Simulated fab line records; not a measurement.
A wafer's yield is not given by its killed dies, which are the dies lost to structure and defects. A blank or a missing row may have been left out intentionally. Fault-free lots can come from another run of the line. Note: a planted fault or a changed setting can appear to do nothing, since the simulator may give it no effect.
Code-filled problem report in 8D (eight disciplines) form | flow sky130 | the parts of the form that need people (team, actions taken, sign-off) are left out

1. THE ISSUE
SKY_PAD_OPEN_PROBE_99, killedAtFrontEnd: mean 67 over 1 wafer from 1 lot; wafers with no fault: 15, standard deviation 4.4. Measured from the usual mean, that is +12 standard deviations.
First seen on wafer L972.1, day 47 19:34, on prober-01. At this step, 36 wafers from 12 lots have a number in the record. Rule for "out" (also "out of limits"): further than 4 standard deviations from the usual mean. The other wafers with a number count as sound.

2. WHAT IT IS, AND WHAT IT ISN'T
question                    | is                           | is not
which readings at this step | killedAtFrontEnd, killedDies | killed_at_M0_to_M3, killed_at_M4_up, killedAtContacts, killedAtOther, killedOpen, killedShort
which lots                  | L972                         | L963, L964, L967, L968, L969, L971, L979, L982, L984, L985, L986
which wafers of those lots  | L972.1                       | L972.3, L972.6
read on which tools         | prober-01                    | prober-02
when                        | from day 47 19:34            | up to then (18 sound wafers); but 17 sound wafers of L972, L979, L982, L984, L985, L986 came after

3. WHAT RULES OUT EACH SUSPECT
Counting: any tool at a process step up to the reading remains a suspect provided it ran every lot that is out. Sound lots after the first of them don't rule it out here, since some wafers of a struck lot are sound.
- rieSi-02 at SKY_FIELD_ISO_ETCH_17 (etches Si in HBr/Cl2/O2, target depth 342 nm, time 97.7 s): kept. It processed L972, the lot that is out, at day 4 04:56, and its most recent sound lot before then was L969 at day 3 15:07.
- pvdSputter-03 at SKY_METAL3_SPUTTER_04 (material TiN, target thk 70 nm, time 58.3 s): kept. It processed L972, the lot that is out, at day 38 22:20, and its most recent sound lot before then was L971 at day 38 18:11.
- cmp-02 at SKY_VIA3_CMP_02 (polishes SiO2): kept. It processed L972, the lot that is out, at day 41 03:20, and its most recent sound lot before then was L968 at day 40 03:49.
- plasmaAsher-01 at SKY_CAP2M_STRIP_14 (strips in O2/N2): kept. It processed L972, the lot that is out, at day 43 04:38, and its most recent sound lot before then was L971 at day 42 22:26.
- prober-01 at SKY_PAD_OPEN_PROBE_99: kept. It processed L972, the lot that is out, at day 47 19:34, and its most recent sound lot before then was L968 at day 47 01:15. Its own killedAtFrontEnd, killedDies readings are out on those wafers.
- In rieSi-02 at SKY_FIELD_ISO_ETCH_17, the wafers that are out were processed in chamber 1 and their sound lot-mates in chambers 0, 3.
- In cmp-02 at SKY_VIA3_CMP_02, the wafers that are out were processed in chamber 2 and their sound lot-mates in chambers 0, 1.
- The sound lot-mates ran in chamber 0 of plasmaAsher-01 at SKY_CAP2M_STRIP_14, but the wafers that are out ran in chamber 1.
Left after counting: rieSi-02 at SKY_FIELD_ISO_ETCH_17, pvdSputter-03 at SKY_METAL3_SPUTTER_04, cmp-02 at SKY_VIA3_CMP_02, plasmaAsher-01 at SKY_CAP2M_STRIP_14, prober-01 at SKY_PAD_OPEN_PROBE_99.

4. THE CAUSE (what the simulator had put in)
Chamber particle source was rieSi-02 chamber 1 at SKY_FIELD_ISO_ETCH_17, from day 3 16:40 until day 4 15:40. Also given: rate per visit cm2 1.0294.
Counting leaves 5 suspects; this tool is one of them.

5. SEQUENCE OF EFFECTS, ordered by route
Rows list readings where the struck wafers' mean (over those with a number) sits beyond 3 standard deviations from the usual. Only readings for which the record gives a usual standard deviation are gone through. hours: the time from each lot's start at the first step in this table that gives one to its start at this step, as a median over the lots. sigmas: the change in usual standard deviations.
hours | step                  | reading          | usual | on struck wafers | change | sigmas
0     | SKY_PAD_OPEN_PROBE_99 | killedAtFrontEnd | 15    | 67               | +52    | +12
0     | SKY_PAD_OPEN_PROBE_99 | killedDies       | 86    | 138              | +52    | +5.7
The process steps in it:
- SKY_PAD_OPEN_PROBE_99

6. HOW IT WOULD HAVE BEEN CAUGHT EARLIER
In this record the first reading out of limits was taken at day 47 19:34, 1059 hours after the fault began at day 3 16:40.
Tool readings at SKY_FIELD_ISO_ETCH_17 with a usual standard deviation given in the record: none out on any struck wafer, hence no alarm at a limit of 4 standard deviations on them.
The start of SKY_FIELD_ISO_ETCH_17 on rieSi-02 came by day 47 19:34 for every one of the lots that are out (1). Had the tool been put on hold then, not one of them would have been saved.
